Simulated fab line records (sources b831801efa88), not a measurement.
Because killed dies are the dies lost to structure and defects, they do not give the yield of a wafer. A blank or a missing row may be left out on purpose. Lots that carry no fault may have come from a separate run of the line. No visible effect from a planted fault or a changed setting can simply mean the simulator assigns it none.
A struck lot beside a sound one    flow sky130    14 steps out of a route of 708
Sound: the wafers L761.2, L761.5, L761.6. Wafers struck: L767.3, L767.5, L767.6. The cause is given at the end.
Order at every step that has rows: each side's tool, ch and its chambers, its first start. Under that, the readings that differ: sound wafers    struck wafers    difference of the means    sigmas: that difference in standard deviations of wafers without a fault.
alike: same words and numbers on both sides, and readings whose means sit less than 2 such deviations apart. not compared: any withheld reading, any reading some wafer has no value for, any bound like >300 that may hide the same value, and any number with overlapping values for which the record gives no deviation.
The two part at a step that has a row with sigmas, a row that says differs or no value, or rows on one side only. Numbers that have no deviation but don't overlap get no sigmas and don't part them. A reading that every wafer of one side lacks parts them only if that side has two wafers or more.

SKY_CAP2M_METAL_ETCH_13: etches TiN in Cl2/BCl3, stops on SiO2, target depth 220 nm, time 62.9 s.
  sound on rieMetal-04 ch 0,1, day 43 03:25; struck on rieMetal-04 ch 0,1, day 44 06:36
  alike: drypumpMotorCurrentA, oesProductAu, throttleValvePct
  not compared: rfHoursCounterH
SKY_CAP2M_STRIP_14: strips in O2/N2.
  sound on plasmaAsher-01 ch 0,1, day 43 03:30; struck on plasmaAsher-04 ch 0,1, day 44 06:41
  alike: drypumpMotorCurrentA, oesProductAu, stripTimeToEndpointS
  not compared: rfHoursCounterH
then, 10 steps without rows for these wafers: SKY_CAP2M_STRIP_15 (strips in post etch residue remover, time 1200 s); SKY_CAP2M_CLEAN_16 (cleans in IPA, time 180 s); SKY_CAP2M_CLEAN_17 (cleans in O3/DIW); SKY_METAL4_DEHYDRATE_05 (time 60 s); SKY_METAL4_HMDS_06 (prime time 60 s); SKY_METAL4_COAT_07 (resist thk 60 nm); SKY_METAL4_COAT_08 (resist thk 1140 nm); SKY_METAL4_SOFTBAKE_09 (time 90 s); SKY_METAL4_EXPOSE_10 (exposes mask MM4, target cd 300 nm); SKY_METAL4_PEB_11.
SKY_METAL4_DEVELOP_12: develop time 60 s.
  sound on lithoTrack-02 ch 0, day 44 02:00; struck on lithoTrack-03 ch 0, day 45 04:00
reading             sound              struck             difference  sigmas
developerTempC (C)  21.00 21.00 20.97  20.23 20.17 20.27  -0.77       -8
  alike: exhaustPa
SKY_METAL4_CD_MEAS_13: target cd 300 nm.
  sound: cdSem-02 at day 44 02:20; struck: cdSem-02 at day 45 04:49
  alike: cdNm

## WHERE THEY PART
Only at SKY_METAL4_DEVELOP_12, within this record. Later steps at which nothing parts them and some readings are alike: SKY_METAL4_CD_MEAS_13.

WHY: what the simulator had put in
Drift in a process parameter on lithoTrack-03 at SKY_METAL4_DEVELOP_12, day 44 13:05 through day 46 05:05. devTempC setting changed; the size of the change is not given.
